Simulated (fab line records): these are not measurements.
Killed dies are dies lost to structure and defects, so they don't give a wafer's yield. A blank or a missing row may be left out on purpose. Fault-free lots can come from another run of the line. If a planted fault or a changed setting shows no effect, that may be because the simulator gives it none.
Which tool was responsible? | flow sky130 | 15 lots with 42 wafers sampled at 3 steps, on a route of 708 steps

== WHAT THE GAUGES READ, wafer by wafer ==
SKY_METAL4_OVL_MEAS_14.
lot  | measured     | on         | METAL4_OVL (nm)
L524 | day 41 07:08 | overlay-01 | 5 0 6
L525 | day 41 23:48 | overlay-02 | -1 -14 4
L526 | day 42 15:20 | overlay-02 | 0 2 6
L527 | day 42 19:09 | overlay-02 | -3 5 -3
L528 | day 42 20:59 | overlay-02 | 8 -1 11
L534 | day 44 17:54 | overlay-02 | 3 8
L535 | day 44 23:55 | overlay-01 | 6 10
L537 | day 45 10:25 | overlay-02 | 11 14
L539 | day 46 00:31 | overlay-01 | 3 -4 0
L541 | day 46 12:28 | overlay-02 | 4 3 -1
L543 | day 47 12:59 | overlay-02 | -5 -8 -4
L544 | day 47 13:52 | overlay-01 | 2 4 -5
L545 | day 47 16:51 | overlay-02 | -3 3 0
L546 | day 47 22:44 | overlay-02 | -1 -4 5
L547 | day 47 23:13 | overlay-02 | 8 0 -10

== EACH LOT AND THE TOOL THAT RAN IT (in order: tool; ch and the chambers of the sampled wafers; start) ==
lot  | SKY_LI_CONTACT_STRIP_16              | SKY_VIA3_ETCH_14
L524 | plasma_asher-03 ch 0,1, day 28 17:25 | rie_diel-04 ch 1,2, day 39 06:07
L525 | plasma_asher-02 ch 0,1, day 29 12:22 | rie_diel-03 ch 0,2,3, day 39 21:05
L526 | plasma_asher-01 ch 0,1, day 30 04:12 | rie_diel-03 ch 0,1, day 40 13:11
L527 | plasma_asher-03 ch 0,1, day 30 09:46 | rie_diel-02 ch 0,3, day 40 18:14
L528 | plasma_asher-01 ch 0,1, day 30 12:32 | rie_diel-04 ch 0,3, day 40 19:23
L534 | plasma_asher-01 ch 0,1, day 32 17:08 | rie_diel-02 ch 1,2, day 42 18:48
L535 | plasma_asher-01 ch 0, day 33 00:55   | rie_diel-02 ch 1,3, day 43 01:08
L537 | plasma_asher-01 ch 0,1, day 33 14:49 | rie_diel-02 ch 2,3, day 43 12:37
L539 | plasma_asher-02 ch 0,1, day 34 07:56 | rie_diel-03 ch 0,2,3, day 44 04:22
L541 | plasma_asher-03 ch 0,1, day 35 00:55 | rie_diel-03 ch 0,2,3, day 44 16:38
L543 | plasma_asher-01 ch 0,1, day 36 04:49 | rie_diel-03 ch 1,2,3, day 45 16:56
L544 | plasma_asher-02 ch 0,1, day 36 05:11 | rie_diel-04 ch 0,1,3, day 45 18:32
L545 | plasma_asher-02 ch 0,1, day 36 08:41 | rie_diel-04 ch 2,3, day 45 20:49
L546 | plasma_asher-01 ch 0,1, day 36 14:53 | rie_diel-02 ch 0,3, day 46 02:02
L547 | plasma_asher-01 ch 1, day 36 22:40   | rie_diel-04 ch 1,3, day 46 04:38
- SKY_LI_CONTACT_STRIP_16: strips in O2/N2.
- SKY_VIA3_ETCH_14: etches BARC in N2/H2, stops on SiO2, time 45.9 s, target depth 60 nm.

== WHAT THE TOOLS THEMSELVES READ (means of the sampled wafers that have a number; where no wafer has one, the mark that the record gives instead) ==
SKY_LI_CONTACT_STRIP_16.
lot  | tool            | drypump_motor_current_A (A) | oes_product_au (a.u.) | strip_time_to_endpoint_s (s)
L524 | plasma_asher-03 | 5.7                         | 0.382                 | 3.51
L525 | plasma_asher-02 | 5.6                         | 0.379                 | 3.49
L526 | plasma_asher-01 | 6.6                         | 0.374                 | 3.48
L527 | plasma_asher-03 | 5.7                         | 0.377                 | 3.49
L528 | plasma_asher-01 | 6.5                         | 0.378                 | 3.52
L534 | plasma_asher-01 | 6.5                         | 0.377                 | 3.45
L535 | plasma_asher-01 | 6.5                         | 0.377                 | 3.46
L537 | plasma_asher-01 | 6.5                         | 0.381                 | 3.53
L539 | plasma_asher-02 | 5.4                         | 0.376                 | 3.49
L541 | plasma_asher-03 | 5.7                         | 0.379                 | 3.45
L543 | plasma_asher-01 | 6.5                         | 0.380                 | 3.52
L544 | plasma_asher-02 | 5.6                         | 0.380                 | 3.54
L545 | plasma_asher-02 | 5.6                         | 0.378                 | 3.51
L546 | plasma_asher-01 | 6.5                         | 0.376                 | 3.53
L547 | plasma_asher-01 | 6.6                         | 0.382                 | 3.54

SKY_VIA3_ETCH_14.
lot  | tool        | drypump_motor_current_A (A) | oes_product_au (a.u.) | run_length_s (s) | throttle_valve_pct (%)
L524 | rie_diel-04 | 5.4                         | 0.853                 | 74.0             | 13.222
L525 | rie_diel-03 | 5.8                         | 0.858                 | 74.4             | 13.229
L526 | rie_diel-03 | 5.7                         | 0.853                 | 74.2             | 13.223
L527 | rie_diel-02 | 6.2                         | 0.850                 | 74.0             | 13.232
L528 | rie_diel-04 | 6.1                         | 0.854                 | 73.9             | 13.219
L534 | rie_diel-02 | 5.8                         | 0.887                 | 72.2             | 13.227
L535 | rie_diel-02 | 6.3                         | 0.887                 | 72.1             | 13.225
L537 | rie_diel-02 | 6.2                         | 0.892                 | 71.9             | 13.230
L539 | rie_diel-03 | 5.8                         | 0.845                 | 74.3             | 13.225
L541 | rie_diel-03 | 5.7                         | 0.858                 | 74.2             | 13.221
L543 | rie_diel-03 | 5.3                         | 0.854                 | 74.0             | 13.231
L544 | rie_diel-04 | 5.8                         | 0.852                 | 74.2             | 13.227
L545 | rie_diel-04 | 5.3                         | 0.852                 | 74.5             | 13.219
L546 | rie_diel-02 | 6.3                         | 0.854                 | 73.8             | 13.237
L547 | rie_diel-04 | 5.6                         | 0.852                 | 74.1             | 13.230

== THE ANSWER, worked out from the rows above alone ==
Rule: usual is defined by the lots themselves. Put in order of their means at a reading, lots are off if they are a third of the lots or fewer, leave a main group of 4 or more, and stand apart from it by a gap of 3 or more times the standard deviation of the main group's means; of several such gaps the widest counts. If all means in a main group match to the digits the tables above print for the reading, that group is not used. Also off: a lot with no number at a reading for which 4 or more lots have one. Where the step has rows for the other lots, those lots are counted as sound. Order of review: gauges by route order, followed by the tools' own readings, for which a lot's mean as printed above is used. At the first step where some lot is off, the reading lying furthest off is the one used; lots without a number count as furthest.
Off: L534, L535, L537 (SKY_VIA3_ETCH_14, oes_product_au). For the main group the mean is 0.853 a.u. and the standard deviation 0.0033.
If a tool, at that step or one of the process steps before it, ran each lot that is off and ran no sound lot following the first of them, it fits. Of those tried, none fits.

== WHAT THE SIMULATOR HAD INSERTED ==
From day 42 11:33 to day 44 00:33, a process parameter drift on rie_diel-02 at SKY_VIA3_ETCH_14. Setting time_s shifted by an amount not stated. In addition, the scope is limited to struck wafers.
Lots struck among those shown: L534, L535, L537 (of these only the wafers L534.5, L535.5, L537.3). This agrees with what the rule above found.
